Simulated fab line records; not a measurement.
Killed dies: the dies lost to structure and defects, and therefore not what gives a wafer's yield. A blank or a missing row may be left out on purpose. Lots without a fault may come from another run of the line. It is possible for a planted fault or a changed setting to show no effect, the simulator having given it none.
Comparing a struck lot with a sound one :: flow sky130 :: 34 steps out of a route of 708
Sound: wafers L465.1, L465.4, L465.5. Struck: wafers L457.3, L457.6. (L457.5 of the same lot was not struck and is left out.) The cause comes at the end.
At each step with rows: each side's tool, then ch and its chambers, then its first start. Under that, the readings that differ: sound wafers :: struck wafers :: difference of the means :: sigmas: that difference in standard deviations of wafers without a fault.
alike: same words and numbers on both sides, and readings whose means sit less than 2 such deviations apart. not compared: any withheld reading, any reading some wafer has no value for, any bound like >300 that may hide the same value, and any number with overlapping values for which the record gives no deviation.
The two part at a step that has a row with sigmas, a row that says differs or no value, or rows on one side only. When numbers do not overlap yet have no deviation, they are printed without sigmas and do not part them. Lack of a reading on every wafer of one side parts them only where that side has two or more wafers.

first, 9 steps without rows for these wafers: SKY_METAL2_DEHYDRATE_07 (time 60 s); SKY_METAL2_HMDS_08 (prime time 60 s); SKY_METAL2_COAT_09 (resist thk 60 nm); SKY_METAL2_COAT_10 (resist thk 450 nm); SKY_METAL2_SOFTBAKE_11 (time 90 s); SKY_METAL2_EXPOSE_12 (exposes mask MM2, target cd 140 nm); SKY_METAL2_PEB_13; SKY_METAL2_DEVELOP_14 (develop time 60 s); SKY_METAL2_DESCUM_17 (chemistry O2, time 8 s).
SKY_METAL2_ETCH_18: etches BARC in N2/H2, stops on SiO2, time 45.9 s, target depth 60 nm.
  sound on rie-metal-01 ch 0,1, day 41 19:20; struck on rie-metal-04 ch 1, day 40 08:59
  alike: bias-w, drypump-motor-current-A, oes-product-au, throttle-valve-pct
  not compared: rf-hours-counter-h
then, 23 steps without rows for these wafers: SKY_METAL2_METAL_ETCH_19 (etches the open film in Cl2/BCl3, stops on SiO2, target depth 360 nm, time 78 s); SKY_METAL2_STRIP_20 (strips in O2/N2); SKY_METAL2_STRIP_21 (strips in post etch residue remover, time 1200 s); SKY_METAL2_CLEAN_22 (cleans in IPA, time 180 s); SKY_METAL2_CLEAN_23 (cleans in O3/DIW); SKY_VIA2_HDPCVD_00 (deposits SiO2, target thk 1180 nm, time 196.7 s); SKY_VIA2_CMP_02 (polishes SiO2); SKY_VIA2_DEHYDRATE_04 (time 60 s); SKY_VIA2_HMDS_05 (prime time 60 s); SKY_VIA2_COAT_06 (resist thk 60 nm); SKY_VIA2_COAT_07 (resist thk 450 nm); SKY_VIA2_SOFTBAKE_08 (time 90 s); SKY_VIA2_EXPOSE_09 (exposes mask VIM2, target cd 200 nm); SKY_VIA2_PEB_10; SKY_VIA2_DEVELOP_11 (develop time 60 s); SKY_VIA2_ETCH_14 (etches BARC in N2/H2, stops on SiO2, time 45.9 s, target depth 60 nm); SKY_VIA2_ETCH_15 (etches SiO2 in C4F8/O2/Ar, stops on TiN, target depth 546 nm, time 84 s); SKY_VIA2_STRIP_16 (strips in O2/N2); SKY_VIA2_STRIP_17 (strips in post etch residue remover, time 1200 s); SKY_VIA2_CLEAN_18 (cleans in IPA, time 180 s); SKY_VIA2_CLEAN_19 (cleans in O3/DIW); SKY_VIA2_SPUTTER_20 (material TiN, target thk 20 nm, time 80 s); SKY_VIA2_CVD_21 (deposits W, target thk 420 nm, time 126.4 s).
-- the record jumps here: 9 days lie between the struck wafers' starts before and after (it left off in module VIA2 and takes up again in module PAD_OPEN, whose first step shown is number 708 of the route) --
SKY_PAD_OPEN_PROBE_99:
  sound on prober-02 at day 50 17:54; struck on prober-02 at day 49 18:45
reading: defect-limited-yield (%)
sound: 81.1 80.3 81.3
struck: 70.7 72.2
difference: -9.4
sigmas: -5

reading: killed_at_M0_to_M3
sound: 50 44 48
struck: 99 97
difference: +51
sigmas: +8

reading: killed-dies
sound: 93 97 92
struck: 144 137
difference: +46
sigmas: +5

reading: sort_bin_3_pad_short (%)
sound: 0.2 0.8 0.8
struck: 3.9 3.0
difference: +2.9
sigmas: +6

reading: sort_bin_5_function (%)
sound: 11.4 12.2 12.4
struck: 18.1 17.7
difference: +5.9
sigmas: +4

reading: sort-n-pass
sound: 399 395 400
struck: 348 355
difference: -46
sigmas: -5

reading: sort-yield-pct (%)
sound: 81.1 80.3 81.3
struck: 70.7 72.2
difference: -9.4
sigmas: -5

reading: model.etest.tester.sort-n-pass
sound: 399 395 400
struck: 348 355
difference: -46
sigmas: 

reading: model.etest.tester.sort-yield-pct (%)
sound: 81.1 80.28 81.3
struck: 70.73 72.15
difference: -9.45
sigmas: 

reading: model.etest.tester.sort_bin_5_pct (%)
sound: 11.38 12.2 12.4
struck: 18.09 17.68
difference: +5.89
sigmas: 

reading: model.etest.tester.sort_bin_3_pct (%)
sound: 0.2033 0.813 0.813
struck: 3.862 3.049
difference: +2.846
sigmas: 
  alike: killed_at_M4_up, killed-at-contacts, killed-at-front-end, killed-at-other, killed-open, killed-short, sort_bin_6_memory

## WHERE THEY PART
Within this record, at SKY_PAD_OPEN_PROBE_99 only.

WHY: what the simulator had put in
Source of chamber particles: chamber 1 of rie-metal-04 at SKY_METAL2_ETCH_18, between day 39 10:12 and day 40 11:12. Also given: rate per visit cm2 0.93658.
